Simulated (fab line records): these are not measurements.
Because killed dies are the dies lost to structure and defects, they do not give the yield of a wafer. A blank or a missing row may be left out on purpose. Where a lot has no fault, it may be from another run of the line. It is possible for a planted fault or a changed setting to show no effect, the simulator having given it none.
Which tool did it? + flow sky130 + 11 lots with 33 wafers sampled at 6 steps, on a route of 708 steps

## WHAT EACH GAUGE READ, for each wafer
SKY_SD_P_CD_MEAS_07 targets a cd of 380 nm.
| lot  | measured     | on        | cd_nm (nm)  |
|------|--------------|-----------|-------------|
| L252 | day 27 09:02 | cd_sem-01 | 379 378 382 |
| L248 | day 27 14:20 | cd_sem-01 | 378 377 378 |
| L254 | day 28 02:14 | cd_sem-02 | 380 380 381 |
| L255 | day 28 06:28 | cd_sem-01 | 380 379 378 |
| L260 | day 30 00:37 | cd_sem-02 | 382 383 380 |
| L261 | day 30 07:38 | cd_sem-02 | 380 380 383 |
| L266 | day 31 22:51 | cd_sem-02 | 378 374 375 |
| L267 | day 32 06:11 | cd_sem-02 | 373 372 375 |
| L269 | day 32 23:30 | cd_sem-01 | 381 380 381 |
| L270 | day 33 01:44 | cd_sem-02 | 383 384 384 |
| L271 | day 33 10:31 | cd_sem-02 | 379 377 378 |

SKY_SD_P_TW_MEAS_11.
| lot  | measured     | on            | SD_P_TW        |
|------|--------------|---------------|----------------|
| L252 | day 27 09:27 | film_metro-02 | 2886 2882 2876 |
| L248 | day 27 14:45 | film_metro-01 | 2834 2823 2816 |
| L254 | day 28 02:37 | film_metro-01 | 2813 2807 2806 |
| L255 | day 28 06:50 | film_metro-01 | 2821 2808 2804 |
| L260 | day 30 01:01 | film_metro-02 | 3053 3055 3051 |
| L261 | day 30 08:02 | film_metro-02 | 3050 3058 3056 |
| L266 | day 31 23:16 | film_metro-04 | 2798 2783 2803 |
| L267 | day 32 06:36 | film_metro-02 | 2871 2870 2871 |
| L269 | day 32 23:53 | film_metro-01 | 2810 2812 2806 |
| L270 | day 33 02:09 | film_metro-02 | 2870 2882 2900 |
| L271 | day 33 10:55 | film_metro-01 | 2807 2828 2832 |

SKY_SD_N_RS_MEAS_17: the measuring method here is four-point-probe.
| lot  | measured     | on            | SD_P_RS (ohm/sq)  |
|------|--------------|---------------|-------------------|
| L252 | day 29 17:42 | film_metro-01 | 147.3 147.2 147.4 |
| L248 | day 29 22:58 | film_metro-04 | 147.4 147.1 147.7 |
| L254 | day 30 12:15 | film_metro-02 | 147.2 147.5 147.2 |
| L255 | day 30 16:43 | film_metro-04 | 146.6 146.6 146.7 |
| L260 | day 32 09:51 | film_metro-02 | 140.1 140.1 140.3 |
| L261 | day 32 16:06 | film_metro-01 | 141.4 141.0 140.9 |
| L266 | day 34 05:13 | film_metro-01 | 147.5 147.8 147.5 |
| L267 | day 34 12:21 | film_metro-02 | 147.8 147.6 147.7 |
| L269 | day 35 06:37 | film_metro-01 | 147.5 147.1 147.9 |
| L270 | day 35 08:15 | film_metro-04 | 147.3 146.9 147.5 |
| L271 | day 35 16:47 | film_metro-02 | 147.5 147.3 147.5 |

## WHICH TOOL RAN EACH LOT (tool, then ch and the chambers of the sampled wafers, then the start)
| lot  | SKY_POLY_CUT_ETCH_11               | SKY_SD_P_IMPLANT_09             | SKY_RES_XHIGH_STRIP_08               |
|------|------------------------------------|---------------------------------|--------------------------------------|
| L252 | rie_diel-01 ch 0,1,2, day 26 04:59 | implanter-04 ch 0, day 27 09:12 | plasma_asher-04 ch 0,1, day 28 12:51 |
| L248 | rie_diel-02 ch 0,1, day 26 09:35   | implanter-03 ch 0, day 27 14:30 | plasma_asher-04 ch 0,1, day 28 18:35 |
| L254 | rie_diel-04 ch 2,3, day 26 22:11   | implanter-03 ch 0, day 28 02:24 | plasma_asher-02 ch 0,1, day 29 06:20 |
| L255 | rie_diel-01 ch 0,2,3, day 27 02:11 | implanter-02 ch 0, day 28 06:38 | plasma_asher-02 ch 0,1, day 29 10:44 |
| L260 | rie_diel-01 ch 0,1,3, day 28 19:53 | implanter-03 ch 0, day 30 00:46 | plasma_asher-02 ch 0,1, day 31 05:15 |
| L261 | rie_diel-02 ch 1,2, day 29 03:50   | implanter-03 ch 0, day 30 07:49 | plasma_asher-01 ch 0,1, day 31 11:29 |
| L266 | rie_diel-02 ch 0,1,2, day 30 20:24 | implanter-04 ch 0, day 31 23:01 | plasma_asher-02 ch 1, day 33 01:57   |
| L267 | rie_diel-01 ch 0,1,3, day 31 03:45 | implanter-02 ch 0, day 32 06:21 | plasma_asher-01 ch 0,1, day 33 09:05 |
| L269 | rie_diel-04 ch 0,1,2, day 31 21:16 | implanter-02 ch 0, day 32 23:40 | plasma_asher-01 ch 0,1, day 34 03:02 |
| L270 | rie_diel-04 ch 0,1, day 31 23:05   | implanter-04 ch 0, day 33 01:54 | plasma_asher-04 ch 0,1, day 34 04:48 |
| L271 | rie_diel-04 ch 1,3, day 32 08:29   | implanter-04 ch 0, day 33 10:40 | plasma_asher-04 ch 0,1, day 34 13:05 |
- SKY_POLY_CUT_ETCH_11: etches Si3N4 in CF4/CH2F2/Ar, stops on poly-Si, time 42.5 s, target depth 60 nm.
- SKY_SD_P_IMPLANT_09
- SKY_RES_XHIGH_STRIP_08: strips in O2/N2.

## AS READ BY THE TOOLS THEMSELVES (means over the sampled wafers that have a number; for cases with no such wafer, the mark the record gives instead)
SKY_POLY_CUT_ETCH_11.
| lot  | tool        | drypump_motor_current_A (A) | oes_product_au (a.u.) | throttle_valve_pct (%) |
|------|-------------|-----------------------------|-----------------------|------------------------|
| L252 | rie_diel-01 | 6.0                         | 0.831                 | 14.994                 |
| L248 | rie_diel-02 | 6.0                         | 0.826                 | 14.995                 |
| L254 | rie_diel-04 | 6.1                         | 0.834                 | 15.000                 |
| L255 | rie_diel-01 | 5.7                         | 0.826                 | 14.989                 |
| L260 | rie_diel-01 | 5.8                         | 0.826                 | 14.998                 |
| L261 | rie_diel-02 | 5.7                         | 0.831                 | 14.989                 |
| L266 | rie_diel-02 | 5.9                         | 0.823                 | 14.994                 |
| L267 | rie_diel-01 | 5.8                         | 0.822                 | 14.993                 |
| L269 | rie_diel-04 | 5.7                         | 0.819                 | 14.993                 |
| L270 | rie_diel-04 | 5.4                         | 0.835                 | 14.990                 |
| L271 | rie_diel-04 | 5.8                         | 0.833                 | 14.989                 |

SKY_SD_P_IMPLANT_09.
| lot  | tool         | tilt_deg (degrees) |
|------|--------------|--------------------|
| L252 | implanter-04 | 0.001              |
| L248 | implanter-03 | 0.001              |
| L254 | implanter-03 | 0.001              |
| L255 | implanter-02 | 0.009              |
| L260 | implanter-03 | 4.597              |
| L261 | implanter-03 | 4.592              |
| L266 | implanter-04 | -0.004             |
| L267 | implanter-02 | -0.036             |
| L269 | implanter-02 | 0.006              |
| L270 | implanter-04 | -0.013             |
| L271 | implanter-04 | -0.006             |

SKY_RES_XHIGH_STRIP_08.
| lot  | tool            | drypump_motor_current_A (A) | oes_product_au (a.u.) | strip_time_to_endpoint_s (s) |
|------|-----------------|-----------------------------|-----------------------|------------------------------|
| L252 | plasma_asher-04 | 6.6                         | 0.709                 | 14.17                        |
| L248 | plasma_asher-04 | 6.6                         | 0.709                 | 14.30                        |
| L254 | plasma_asher-02 | 5.6                         | 0.707                 | 14.24                        |
| L255 | plasma_asher-02 | 5.8                         | 0.718                 | 14.23                        |
| L260 | plasma_asher-02 | 5.6                         | 0.715                 | 14.27                        |
| L261 | plasma_asher-01 | 6.1                         | 0.713                 | 14.23                        |
| L266 | plasma_asher-02 | 6.1                         | 0.712                 | 14.17                        |
| L267 | plasma_asher-01 | 6.1                         | 0.711                 | 14.24                        |
| L269 | plasma_asher-01 | 5.9                         | 0.712                 | 14.27                        |
| L270 | plasma_asher-04 | 6.5                         | 0.713                 | 14.19                        |
| L271 | plasma_asher-04 | 6.6                         | 0.711                 | 14.22                        |

## THE ANSWER, worked out from the rows above alone
Rule: what is usual is taken from the lots themselves. The widest of any qualifying gaps counts: lots, ordered by their means at a reading, are off when they make up no more than a third of the lots, leave a main group of 4 or more, and stand apart from it by 3 or more times the standard deviation of that group's means. If all means in a main group match to the digits the tables above print for the reading, that group is not used. A lot without any number at a reading at which 4 lots or more have one is off too. The other lots that the step has rows for count as sound. After the gauges, taken in route order, come the tools' own readings; for these a lot's mean is taken, as printed above. The first step at which some lot is off is used, and at that step the reading that is off furthest; a lot without a number counts as furthest.
Off: L260, L261, seen at SKY_SD_P_TW_MEAS_11 (SD_P_TW). The main group: mean 2834, standard deviation 33.
If a tool, at a process step before that reading, ran all the lots that are off and no sound lot after the first of them, it fits. Not tried: the gauges at SKY_SD_P_TW_MEAS_11; whatever is off there is also off at SKY_SD_P_IMPLANT_09, on other tools, and gauge error can't account for it. One fits: implanter-03 at SKY_SD_P_IMPLANT_09. Its last sound lot is L254 (day 28 02:24), its first lot that is off L260 (day 30 00:46): a fault that began between those two fits.
The tool's own readings at SKY_SD_P_IMPLANT_09 bear it out: on the lots that are off they differ by more than 5 times the standard deviation of the sound lots' means. tilt_deg reads 4.595 degrees there against -0.005 degrees on the sound lots.

## WHAT WAS PUT IN BY THE SIMULATOR
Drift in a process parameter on implanter-03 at SKY_SD_P_IMPLANT_09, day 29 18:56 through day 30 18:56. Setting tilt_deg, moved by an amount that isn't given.
Shown lots that were struck: L260, L261. The rule above found the same.
